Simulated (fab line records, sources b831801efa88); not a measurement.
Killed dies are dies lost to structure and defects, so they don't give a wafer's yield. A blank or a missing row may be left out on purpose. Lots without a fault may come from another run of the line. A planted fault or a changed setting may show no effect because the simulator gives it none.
A struck lot beside a sound one | flow sky130 | 43 steps out of a route of 708
Sound: wafers L721.2, L721.5, L721.6. Struck: wafer L710.2. (L710.3, L710.6 of the same lot were not struck and are left out.) The cause comes at the end.
At each step with rows: each side's tool, then ch and its chambers, then its first start. Under that, the readings that differ: sound wafers | struck wafers | difference of the means | sigmas: that difference in standard deviations of wafers without a fault.
alike: readings whose means differ by less than 2 such deviations, and words and numbers that are the same on both sides. not compared: withheld readings, readings that some wafer has no value for, bounds like >300 that may hide the same value, and numbers for which the record gives no deviation and whose values overlap.
The two part at a step that has a row with sigmas, a row that says differs or no value, or rows on one side only. Numbers that don't overlap but have no deviation are shown without sigmas and don't part them. A reading that every wafer of one side lacks parts them only if that side has two wafers or more.

SKY_VIA1_ETCH_14: etches BARC in N2/H2, stops on SiO2, time 45.9 s, target depth 60 nm.
  sound on rie_diel-02 ch 2,3, day 38 03:38; struck on rie_diel-02 ch 2, day 34 15:47
  alike: drypump_motor_current_A, oes_product_au, throttle_valve_pct
  not compared: rf_hours_counter_h
then, 5 steps without rows for these wafers: SKY_VIA1_ETCH_15 (etches SiO2 in C4F8/O2/Ar, stops on TiN, target depth 351 nm, time 54 s); SKY_VIA1_STRIP_16 (strips in O2/N2); SKY_VIA1_STRIP_17 (strips in post etch residue remover, time 1200 s); SKY_VIA1_CLEAN_18 (cleans in IPA, time 180 s); SKY_VIA1_CLEAN_19 (cleans in O3/DIW).
SKY_VIA1_SPUTTER_20: material TiN, target thk 20 nm, time 80 s.
  sound on pvd_sputter-01, day 38 04:20; struck on pvd_sputter-02, day 34 16:30
  alike: throttle_valve_pct
then, 1 step without rows for these wafers: SKY_VIA1_CVD_21 (deposits W, target thk 270 nm, time 80.902 s).
SKY_VIA1_RS_MEAS_22: measures by four-point-probe.
  sound on film_metro-04, day 38 04:31; struck on film_metro-02, day 34 16:41
  alike: VIA1_W_RS
SKY_VIA1_THK_MEAS_23: measures by xrf.
  sound on film_metro-04, day 38 04:37; struck on film_metro-02, day 34 16:47
  alike: VIA1_W_THK
then, 2 steps without rows for these wafers: SKY_VIA1_CMP_24 (polishes, stops on SiO2, t overpolish 15 s, target thk 0 nm); SKY_METAL2_SPUTTER_00 (material Ti, target thk 15 nm, time 10 s).
SKY_METAL2_SPUTTER_01: material TiN, target thk 20 nm, time 16.7 s.
  sound on pvd_sputter-04, day 38 04:59; struck on pvd_sputter-04, day 34 17:10
  alike: throttle_valve_pct
SKY_METAL2_SPUTTER_02: material AlCu, target thk 250 nm, time 13.3 s.
  sound on pvd_sputter-04, day 38 05:01; struck on pvd_sputter-04, day 34 17:11
  alike: throttle_valve_pct
then, 2 steps without rows for these wafers: SKY_METAL2_SPUTTER_03 (material Ti, target thk 5 nm, time 3.3 s); SKY_METAL2_SPUTTER_04 (material TiN, target thk 70 nm, time 58.3 s).
SKY_METAL2_RS_MEAS_05: measures by four-point-probe.
  sound on film_metro-01, day 38 05:08; struck on film_metro-01, day 34 17:18
  alike: METAL2_ALCU_RS
SKY_METAL2_THK_MEAS_06: measures by xrf.
  sound on film_metro-01, day 38 05:14; struck on film_metro-01, day 34 17:25
  alike: METAL2_ALCU_THK
then, 8 steps without rows for these wafers: SKY_METAL2_DEHYDRATE_07 (time 60 s); SKY_METAL2_HMDS_08 (prime time 60 s); SKY_METAL2_COAT_09 (resist thk 60 nm); SKY_METAL2_COAT_10 (resist thk 450 nm); SKY_METAL2_SOFTBAKE_11 (time 87.36 s); SKY_METAL2_EXPOSE_12 (exposes mask MM2, target cd 140 nm); SKY_METAL2_PEB_13; SKY_METAL2_DEVELOP_14 (develop time 60 s).
SKY_METAL2_CD_MEAS_15: target cd 140 nm.
  sound on cd_sem-02, day 39 06:20; struck on cd_sem-01, day 35 19:40
  reading    | sound             | struck | difference | sigmas
  cd_nm (nm) | 136.4 136.5 138.0 | 141.6  | +4.6       | +3
SKY_METAL2_OVL_MEAS_16:
  sound on overlay-01, day 39 06:27; struck on overlay-01, day 35 19:46
  alike: METAL2_OVL
then, 1 step without rows for these wafers: SKY_METAL2_DESCUM_17 (chemistry O2, time 8 s).
SKY_METAL2_ETCH_18: etches BARC in N2/H2, stops on SiO2, time 45.9 s, target depth 60 nm.
  sound on rie_metal-03 ch 0,1, day 39 06:31; struck on rie_metal-01 ch 1, day 35 19:49
  reading                     | sound       | struck | difference | sigmas
  drypump_motor_current_A (A) | 6.3 6.3 5.8 | 5.0    | -1.1       | -2
  alike: oes_product_au, throttle_valve_pct
  not compared: rf_hours_counter_h
then, 1 step without rows for these wafers: SKY_METAL2_METAL_ETCH_19 (etches the open film in Cl2/BCl3, stops on SiO2, target depth 360 nm, time 78 s).
SKY_METAL2_STRIP_20: strips in O2/N2.
  sound on plasma_asher-04 ch 0,1, day 39 06:40; struck on plasma_asher-02 ch 1, day 35 19:59
  alike: drypump_motor_current_A, oes_product_au, strip_time_to_endpoint_s
  not compared: rf_hours_counter_h
then, 4 steps without rows for these wafers: SKY_METAL2_STRIP_21 (strips in post etch residue remover, time 1200 s); SKY_METAL2_CLEAN_22 (cleans in IPA, time 180 s); SKY_METAL2_CLEAN_23 (cleans in O3/DIW); SKY_VIA2_HDPCVD_00 (deposits SiO2, target thk 1180 nm, time 196.7 s).
SKY_VIA2_THK_MEAS_01:
  sound on film_metro-03, day 39 07:24; struck on film_metro-01, day 35 20:42
  alike: VIA2_HDPCVD_THK
then, 1 step without rows for these wafers: SKY_VIA2_CMP_02 (polishes SiO2).
SKY_VIA2_BOW_MEAS_03:
  sound on film_metro-04, day 39 07:46; struck on film_metro-03, day 35 21:04
  alike: VIA2_BOW
then, 3 steps without rows for these wafers: SKY_VIA2_DEHYDRATE_04 (time 60 s); SKY_VIA2_HMDS_05 (prime time 60 s); SKY_VIA2_COAT_06 (resist thk 60 nm).
-- the record jumps here: 10 days lie between the struck wafers' starts before and after (it left off in module VIA2 and takes up again in module PAD_OPEN, whose first step shown is number 708 of the route) --
SKY_PAD_OPEN_PROBE_99:
  the record has rows for the struck wafers here (prober-01, day 46 07:40) and none for the sound ones

WHERE THEY PART
First at SKY_METAL2_CD_MEAS_15; last, within this record, at SKY_PAD_OPEN_PROBE_99.

WHY: what the simulator had put in
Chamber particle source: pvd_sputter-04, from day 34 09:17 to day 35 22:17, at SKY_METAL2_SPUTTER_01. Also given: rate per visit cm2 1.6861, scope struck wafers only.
